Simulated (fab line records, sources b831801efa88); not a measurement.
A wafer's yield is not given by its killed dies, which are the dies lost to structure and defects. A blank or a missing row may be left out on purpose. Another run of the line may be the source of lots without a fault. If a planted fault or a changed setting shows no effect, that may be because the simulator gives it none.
Which of the tools did it?    flow gf180mcu    14 lots, 42 wafers sampled, at 5 steps of a route of 602

== WHAT EACH GAUGE READ, for each wafer ==
GF_STI_BOW_MEAS_00.
lot   measured     on             INCOMING_BOW (um)
L915  day 1 10:02  film metro-04  1 7 1
L916  day 1 15:02  film metro-01  1 -2 8
L917  day 1 20:00  film metro-04  1 5 4
L918  day 2 01:00  film metro-02  -3 -5 1
L919  day 2 06:01  film metro-02  -5 -1 -10
L920  day 2 11:02  film metro-01  1 -4 0
L923  day 3 02:02  film metro-01  -7 -1 -2
L924  day 3 07:02  film metro-01  -3 3 6
L930  day 4 13:01  film metro-01  -5 1 6
L934  day 5 09:02  film metro-02  7 10 -1
L935  day 5 14:02  film metro-04  3 -8 -2
L936  day 5 19:01  film metro-04  2 -2 -5
L937  day 6 00:01  film metro-01  2 -17 5
L938  day 6 05:00  film metro-04  0 2 5

GF_STI_THK_MEAS_24.
lot   measured     on             STI_CVD_23_THK (nm)
L915  day 2 02:35  film metro-02  643 650 641
L916  day 2 09:43  film metro-01  641 646 639
L917  day 2 14:33  film metro-02  648 644 646
L918  day 2 18:33  film metro-01  643 646 640
L919  day 3 02:40  film metro-04  649 648 636
L920  day 3 06:14  film metro-01  604 640 602
L923  day 3 22:50  film metro-02  647 639 610
L924  day 4 02:53  film metro-02  609 645 606
L930  day 5 12:25  film metro-01  652 652 652
L934  day 6 06:12  film metro-01  643 644 655
L935  day 6 10:58  film metro-01  645 638 645
L936  day 6 16:17  film metro-02  646 642 650
L937  day 6 20:12  film metro-02  646 649 644
L938  day 7 03:20  film metro-04  644 645 653

GF_LVPWELL_TW_MEAS_11.
lot   measured     on             LVPWELL_TW
L915  day 3 19:01  film metro-03  559.6 560.3 557.5
L916  day 4 02:55  film metro-03  554.0 559.4 556.1
L917  day 4 07:21  film metro-04  557.5 559.3 557.9
L918  day 4 11:46  film metro-04  557.6 559.3 559.6
L919  day 5 00:37  film metro-03  553.2 555.9 554.4
L920  day 5 03:58  film metro-02  552.3 551.9 553.0
L923  day 5 21:27  film metro-03  555.5 554.7 553.0
L924  day 6 00:22  film metro-02  557.7 552.5 556.7
L930  day 7 14:47  film metro-03  559.5 560.7 564.6
L934  day 8 08:58  film metro-02  553.7 554.8 555.9
L935  day 8 13:58  film metro-02  555.1 555.1 555.0
L936  day 8 19:44  film metro-03  555.8 559.2 558.1
L937  day 9 01:06  film metro-04  555.5 552.9 552.1
L938  day 9 08:29  film metro-03  557.1 557.6 555.5

== WHICH TOOL RAN EACH LOT (tool, then ch and the chambers of the sampled wafers, then the start) ==
lot   GF_STI_CVD_23                    GF_NWELL_STRIP_10
L915  hdpcvd-01 ch 1,2, day 2 02:29    plasma asher-02 ch 0,1, day 3 05:32
L916  hdpcvd-02 ch 0,1, day 2 09:37    plasma asher-02 ch 0,1, day 3 13:38
L917  hdpcvd-01 ch 0,1,2, day 2 14:28  plasma asher-04 ch 0,1, day 3 18:06
L918  hdpcvd-01 ch 0,1,2, day 2 18:28  plasma asher-04 ch 0,1, day 3 22:25
L919  hdpcvd-01 ch 0,1,2, day 3 02:35  plasma asher-04 ch 0,1, day 4 10:36
L920  hdpcvd-01 ch 0,2, day 3 06:08    plasma asher-04 ch 0,1, day 4 13:47
L923  hdpcvd-01 ch 0,1,2, day 3 22:46  plasma asher-02 ch 0,1, day 5 06:51
L924  hdpcvd-01 ch 0,2, day 4 02:47    plasma asher-04 ch 0,1, day 5 09:44
L930  hdpcvd-02 ch 0,1, day 5 12:20    plasma asher-02 ch 0,1, day 6 22:43
L934  hdpcvd-02 ch 1,2, day 6 06:06    plasma asher-04 ch 0,1, day 7 15:53
L935  hdpcvd-02 ch 1,2, day 6 10:52    plasma asher-04 ch 0,1, day 7 20:59
L936  hdpcvd-02 ch 1,2, day 6 16:10    plasma asher-02 ch 0,1, day 8 02:22
L937  hdpcvd-02 ch 1,2, day 6 20:04    plasma asher-04 ch 0,1, day 8 07:05
L938  hdpcvd-01 ch 0,1,2, day 7 03:16  plasma asher-02 ch 0,1, day 8 15:11
- GF_STI_CVD_23: deposits SiO2, target thk 650 nm, time 108.3 s.
- GF_NWELL_STRIP_10: strips in O2/N2.

== WHAT THE TOOLS THEMSELVES READ (means of the sampled wafers that have a number; where no wafer has one, the mark that the record gives instead) ==
GF_NWELL_STRIP_10.
lot   tool             drypump motor current A (A)  heater power w (W)  oes product au (a.u.)  strip time to endpoint s (s)
L915  plasma asher-02  5.8                          331                 0.726                  37.02
L916  plasma asher-02  5.9                          330                 0.722                  37.08
L917  plasma asher-04  5.1                          338                 0.719                  37.05
L918  plasma asher-04  5.1                          336                 0.723                  36.89
L919  plasma asher-04  5.3                          341                 0.723                  37.08
L920  plasma asher-04  5.1                          330                 0.721                  36.93
L923  plasma asher-02  5.9                          335                 0.725                  36.82
L924  plasma asher-04  5.1                          333                 0.720                  36.78
L930  plasma asher-02  5.8                          338                 0.720                  36.80
L934  plasma asher-04  5.1                          333                 0.722                  36.82
L935  plasma asher-04  5.1                          336                 0.723                  36.98
L936  plasma asher-02  5.8                          333                 0.722                  36.86
L937  plasma asher-04  5.3                          342                 0.720                  36.94
L938  plasma asher-02  5.7                          323                 0.723                  37.01

== THE ANSWER, worked out from the rows above alone ==
Rule: what is usual is taken from the lots themselves. The widest of any qualifying gaps counts: lots, ordered by their means at a reading, are off when they make up no more than a third of the lots, leave a main group of 4 or more, and stand apart from it by 3 or more times the standard deviation of that group's means. A main group whose means are all the same, to the digits that the tables above print for the reading, isn't used. A lot without any number at a reading at which 4 lots or more have one is off too. Any other lot the step has rows for is counted as sound. After the gauges, taken in route order, come the tools' own readings; for these a lot's mean is taken, as printed above. At the first step where some lot is off, the reading lying furthest off is the one used; lots without a number count as furthest.
Off: L920, L923, L924, seen at GF_STI_THK_MEAS_24 (STI_CVD_23_THK). Main group: mean 646 nm, sd 2.7.
A tool fits if, at a process step before that reading, it ran every lot that is off, and no sound lot after the first of them. Gauges at GF_STI_THK_MEAS_24: tried the same way as those tools. Of those tried, none fits.

== WHAT THE SIMULATOR PUT IN ==
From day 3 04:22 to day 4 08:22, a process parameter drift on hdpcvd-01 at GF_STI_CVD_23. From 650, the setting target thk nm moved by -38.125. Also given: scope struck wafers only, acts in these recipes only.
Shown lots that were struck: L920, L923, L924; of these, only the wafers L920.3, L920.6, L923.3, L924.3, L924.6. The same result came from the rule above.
